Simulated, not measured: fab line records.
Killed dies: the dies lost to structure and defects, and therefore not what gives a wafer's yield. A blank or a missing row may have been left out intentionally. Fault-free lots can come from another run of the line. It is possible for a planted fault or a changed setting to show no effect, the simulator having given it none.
Chamber matching    flow gf180mcu    GF_CONTACT_CMP_04 on cmp-02 has 4 sister chambers
The step polishes SiO2. 4 wafers are shown with their chamber, then 7 later ones without.

WAFERS WITH THEIR CHAMBER
wafer   chamber  motor-current-A (A)
L141.2  3        12.6
L142.1  1        12.9
L150.1  0        11.4
L150.2  2        10.5

WAFERS WITH NO CHAMBER GIVEN
wafer   motor-current-A (A)
L150.6  10.8
L158.1  12.1
L158.3  13.3
L158.4  12.1
L159.1  12.7
L159.4  11.4
L159.5  11.3

CHAMBER TAKEN BY EACH
wafer   from the rows above           in truth
L150.6  can't be placed: 2 or 0       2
L158.1  can't be placed: 3 or 0 or 1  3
L158.3  can't be placed: 1 or 3       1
L158.4  can't be placed: 3 or 0 or 1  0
L159.1  can't be placed: 3 or 1       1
L159.4  0                             0
L159.5  0                             0
2 of 7 placed correctly. Can't be placed from these rows: 5 (the true chamber is among the candidates in 5). Number placed wrongly: 0.
How it was worked out, from the rows above alone: a wafer's distance from a chamber is the root of the sum, over the readings, of the square of ((its reading less the chamber's mean) divided by the reading's scatter). The wafer belongs to the nearest chamber; if the next one is less than 2 further off, it can't be placed. For every chamber, the mean is computed from those of its wafers that are shown. The scatter: root of mean squared gap, hidden wafer to nearest shown wafer, with one shown wafer a chamber.
